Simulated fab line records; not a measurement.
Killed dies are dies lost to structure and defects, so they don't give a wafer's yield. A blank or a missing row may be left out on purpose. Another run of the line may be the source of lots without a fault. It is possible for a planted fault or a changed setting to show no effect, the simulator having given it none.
A lot that was struck, set against a sound lot || flow gf180mcu || 45 steps out of a route of 602
Sound: the wafers L462.1, L462.3, L462.4. The struck wafers were L472.1, L472.2, L472.6. At the end, the cause is stated.
For every step that has rows: the tool of each side, followed by ch and its chambers, followed by its first start. Under that, the readings that differ: sound wafers || struck wafers || difference of the means || sigmas: that difference in standard deviations of wafers without a fault.
alike: a reading whose means differ by less than 2 such deviations, as well as words and numbers matching on both sides. not compared: withheld readings; readings where some wafer has no value; bounds like >300 that might hide an equal value; numbers whose values overlap and for which the record gives no deviation.
The two part at a step that has a row with sigmas, a row that says differs or no value, or rows on one side only. Numbers that have no deviation but don't overlap get no sigmas and don't part them. A reading missing from all wafers of one side parts the sides only when that side holds two or more wafers.

first, 1 step without rows for these wafers: GF_LVPWELL_IMPLANT_09.
GF_LVPWELL_STRIP_10: strips in O2/N2.
  sound on plasmaAsher-04 ch 0,1, day 6 00:22; struck on plasmaAsher-04 ch 0,1, day 8 08:25
  alike: drypumpMotorCurrentA, heaterPowerW, oesProductAu, platenTempC, stripTimeToEndpointS
  not compared: rfHoursCounterH
GF_LVPWELL_TW_MEAS_11:
  struck on filmMetro-03, day 8 08:31; sound on filmMetro-03, day 6 00:28
  alike: LVPWELL_TW
then, 7 steps without rows for these wafers: GF_MVSD_DEHYDRATE_00 (time 60 s); GF_MVSD_HMDS_01 (prime time 60 s); GF_MVSD_COAT_02 (resist thk 3000 nm); GF_MVSD_SOFTBAKE_03; GF_MVSD_EXPOSE_04 (exposes mask MVSD, target cd 1000 nm); GF_MVSD_PEB_05; GF_MVSD_DEVELOP_06 (develop time 60 s).
GF_MVSD_OVL_MEAS_07:
  struck on overlay-01, day 9 01:18; sound on overlay-01, day 6 16:04
  alike: MVSD_OVL
after that, 1 step had no rows for these wafers: GF_MVSD_IMPLANT_08.
GF_MVSD_IMPLANT_09:
  sound on implanter-04 ch 0, day 6 16:16; struck on implanter-04 ch 0, day 9 01:29
{"reading": "doseIonsCm2", "sound": "5.005e+12 5.008e+12 5.01e+12", "struck": "4.807e+12 4.813e+12 4.802e+12", "difference": -2.003e+11, "sigmas": -40}
GF_MVSD_STRIP_10: strips in O2/N2.
  sound on plasmaAsher-04 ch 0,1, day 6 16:25; struck on plasmaAsher-03 ch 0,1, day 9 01:38
  alike: drypumpMotorCurrentA, heaterPowerW, oesProductAu, platenTempC, stripTimeToEndpointS
  not compared: rfHoursCounterH
GF_MVSD_TW_MEAS_11:
  struck on filmMetro-03, day 9 01:44; sound on filmMetro-02, day 6 16:31
  alike: MVSD_TW
then, 7 steps without rows for these wafers: GF_MVPSD_DEHYDRATE_00 (time 60 s); GF_MVPSD_HMDS_01 (prime time 60 s); GF_MVPSD_COAT_02 (resist thk 2983 nm); GF_MVPSD_SOFTBAKE_03; GF_MVPSD_EXPOSE_04 (exposes mask MVPSD, target cd 1000 nm); GF_MVPSD_PEB_05; GF_MVPSD_DEVELOP_06 (develop time 60 s).
GF_MVPSD_OVL_MEAS_07:
  struck on overlay-02, day 9 19:00; sound on overlay-02, day 7 08:02
  alike: MVPSD_OVL
then, 2 steps without rows for these wafers: GF_MVPSD_IMPLANT_08; GF_MVPSD_IMPLANT_09.
GF_MVPSD_STRIP_10: strips in O2/N2.
  sound on plasmaAsher-01 ch 0,1, day 7 08:22; struck on plasmaAsher-03 ch 0,1, day 9 19:20
{"reading": "drypumpMotorCurrentA (A)", "sound": "6.8 5.6 6.8", "struck": "5.0 4.9 5.0", "difference": -1.4, "sigmas": -2}
{"reading": "stripTimeToEndpointS (s)", "sound": "36.66 36.78 36.70", "struck": "36.92 37.03 36.84", "difference": "+0.22", "sigmas": "+2"}
  alike: heaterPowerW, oesProductAu, platenTempC
  not compared: rfHoursCounterH
GF_MVPSD_TW_MEAS_11:
  struck on filmMetro-04, day 9 19:26; sound on filmMetro-04, day 7 08:28
  alike: MVPSD_TW
then, 7 steps without rows for these wafers: GF_VT_IMPLANT_DEHYDRATE_00 (time 60 s); GF_VT_IMPLANT_HMDS_01 (prime time 60 s); GF_VT_IMPLANT_COAT_02 (resist thk 1000 nm); GF_VT_IMPLANT_SOFTBAKE_03 (time 60 s); GF_VT_IMPLANT_EXPOSE_04 (exposes mask LVPWELL LV AREA, target cd 600 nm); GF_VT_IMPLANT_PEB_05; GF_VT_IMPLANT_DEVELOP_06 (develop time 60 s).
GF_VT_IMPLANT_OVL_MEAS_07:
  struck on overlay-02, day 10 12:40; sound on overlay-01, day 8 00:57
  alike: VT_IMPLANT_OVL
after that, 1 step had no rows for these wafers: GF_VT_IMPLANT_IMPLANT_08.
GF_VT_IMPLANT_STRIP_09: strips in O2/N2.
  sound on plasmaAsher-04 ch 0,1, day 8 01:08; struck on plasmaAsher-01 ch 0,1, day 10 12:52
{"reading": "drypumpMotorCurrentA (A)", "sound": "5.3 5.3 5.1", "struck": "5.6 6.8 6.8", "difference": "+1.2", "sigmas": "+2"}
  alike: heaterPowerW, oesProductAu, platenTempC, stripTimeToEndpointS
  not compared: rfHoursCounterH
GF_VT_IMPLANT_TW_MEAS_10:
  struck on filmMetro-04, day 10 12:58; sound on filmMetro-04, day 8 01:14
  alike: VT_IMPLANT_TW
then, 4 steps without rows for these wafers: GF_VT_IMPLANT_DEHYDRATE_11 (time 60 s); GF_VT_IMPLANT_HMDS_12 (prime time 60 s); GF_VT_IMPLANT_COAT_13 (resist thk 1000 nm); GF_VT_IMPLANT_SOFTBAKE_14 (time 60 s).
-- the record jumps here: 13 days lie between the struck wafers' starts before and after (it left off in module VT_IMPLANT and takes up again in module CONTACT, whose first step shown is number 303 of the route) --
GF_CONTACT_ETCH_16: etches BARC in N2/H2.
  sound on rieDiel-03 ch 0,1,3, day 19 17:21; struck on rieDiel-01 ch 0,1,2, day 23 02:26
{"reading": "model.CONTACT.cdNm (nm)", "sound": "220.8 220 220.3", "struck": "224.7 225.5 224.4", "difference": "+4.5", "sigmas": ""}
  alike: drypumpMotorCurrentA, oesProductAu, rfFwdPowerW, throttleValvePct
GF_CONTACT_ETCH_17: etches SiO2 in C4F8/O2/Ar, stops on CoSi2, target depth 860 nm.
  sound: rieDiel-03 ch 0,1,3; struck: rieDiel-01 ch 0,1,2
{"reading": "model.CONTACT.cdNm (nm)", "sound": "221.1 219.3 221.2", "struck": "224 225 224.1", "difference": "+4", "sigmas": ""}
  alike: oesProductAu, rfFwdPowerW
-- the record jumps here: 11 days lie between the struck wafers' starts before and after (it left off in module CONTACT and takes up again in module PASSIVATION, whose first step shown is number 602 of the route) --
GF_PASSIVATION_PROBE_99:
  the record has rows for the struck wafers here (prober-01, day 34 05:02) and none for the sound ones

WHERE THEY PART
First at GF_MVSD_IMPLANT_09; last, within this record, at GF_PASSIVATION_PROBE_99.

WHY: what the simulator had put in
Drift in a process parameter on implanter-04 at GF_MVSD_IMPLANT_09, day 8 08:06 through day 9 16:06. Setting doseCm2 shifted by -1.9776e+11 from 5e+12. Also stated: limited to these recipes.
